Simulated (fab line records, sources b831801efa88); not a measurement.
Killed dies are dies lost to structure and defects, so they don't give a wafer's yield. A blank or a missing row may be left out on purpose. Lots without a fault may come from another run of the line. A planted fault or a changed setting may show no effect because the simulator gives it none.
Chamber matching | flow gf180mcu | GF_V1_ETCH_16 on rie_diel-01: 4 sister chambers
The step etches BARC in N2/H2. 20 wafers are shown with their chamber, then 10 later ones without.

WAFERS WITH THEIR CHAMBER
wafer  | chamber | drypump_motor_current_A (A) | throttle_valve_pct (%) | oes_product_au (a.u.)
L076.2 | 0       | 6.3                         | 13.228                 | 0.849
L076.3 | 3       | 5.9                         | 13.221                 | 0.855
L076.5 | 3       | 5.9                         | 13.228                 | 0.851
L079.2 | 2       | 5.7                         | 13.234                 | 0.861
L079.3 | 0       | 6.3                         | 13.223                 | 0.862
L079.4 | 0       | 6.3                         | 13.218                 | 0.858
L084.1 | 0       | 6.3                         | 13.231                 | 0.857
L084.2 | 1       | 5.2                         | 13.207                 | 0.851
L084.4 | 3       | 5.8                         | 13.226                 | 0.863
L086.1 | 1       | 5.2                         | 13.215                 | 0.854
L086.2 | 2       | 5.7                         | 13.233                 | 0.858
L086.4 | 2       | 5.7                         | 13.210                 | 0.858
L087.2 | 3       | 5.9                         | 13.237                 | 0.850
L087.3 | 0       | 6.3                         | 13.236                 | 0.854
L087.6 | 2       | 5.7                         | 13.219                 | 0.861
L089.1 | 0       | 6.3                         | 13.241                 | 0.853
L089.2 | 2       | 5.7                         | 13.220                 | 0.844
L089.6 | 2       | 5.7                         | 13.210                 | 0.854
L090.1 | 1       | 5.2                         | 13.218                 | 0.848
L090.2 | 3       | 5.9                         | 13.219                 | 0.850

SIGNATURES (means of the wafers above)
reading                 | chamber 0 | chamber 1 | chamber 2 | chamber 3 | scatter within a chamber
drypump_motor_current_A | 6.300     | 5.200     | 5.700     | 5.880     | 0.0224
throttle_valve_pct      | 13.22950  | 13.21333  | 13.22100  | 13.22620  | 0.00858
oes_product_au          | 0.85550   | 0.85100   | 0.85600   | 0.85380   | 0.00529
Rule: a wafer's distance from a chamber is the root of the sum, over the readings, of the square of ((its reading less the chamber's mean) divided by the reading's scatter). The wafer belongs to the nearest chamber; if the next one is less than 2 further off, it can't be placed. The scatter: the root of (the sum of the squares of (reading less its chamber's mean) over the shown wafers, divided by (wafers less chambers)).

WAFERS WITHOUT THEIR CHAMBER
wafer  | drypump_motor_current_A (A) | throttle_valve_pct (%) | oes_product_au (a.u.)
L090.5 | 5.2                         | 13.226                 | 0.851
L091.2 | 6.3                         | 13.232                 | 0.852
L091.5 | 5.2                         | 13.225                 | 0.850
L091.6 | 5.7                         | 13.226                 | 0.858
L092.3 | 6.3                         | 13.232                 | 0.851
L092.5 | 5.7                         | 13.228                 | 0.856
L092.6 | 5.8                         | 13.216                 | 0.855
L093.1 | 5.7                         | 13.222                 | 0.851
L093.3 | 5.2                         | 13.222                 | 0.859
L093.4 | 6.3                         | 13.219                 | 0.861

WHICH CHAMBER EACH WENT THROUGH
wafer  | from the rows above     | in truth
L090.5 | 1                       | 1
L091.2 | 0                       | 0
L091.5 | 1                       | 1
L091.6 | 2                       | 2
L092.3 | 0                       | 0
L092.5 | 2                       | 2
L092.6 | can't be placed: 3 or 2 | 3
L093.1 | 2                       | 2
L093.3 | 1                       | 1
L093.4 | 0                       | 0
Placed correctly: 9 of 10. Can't be placed from these rows: 1 (the true chamber is among the candidates in 1). Placed wrongly: 0.
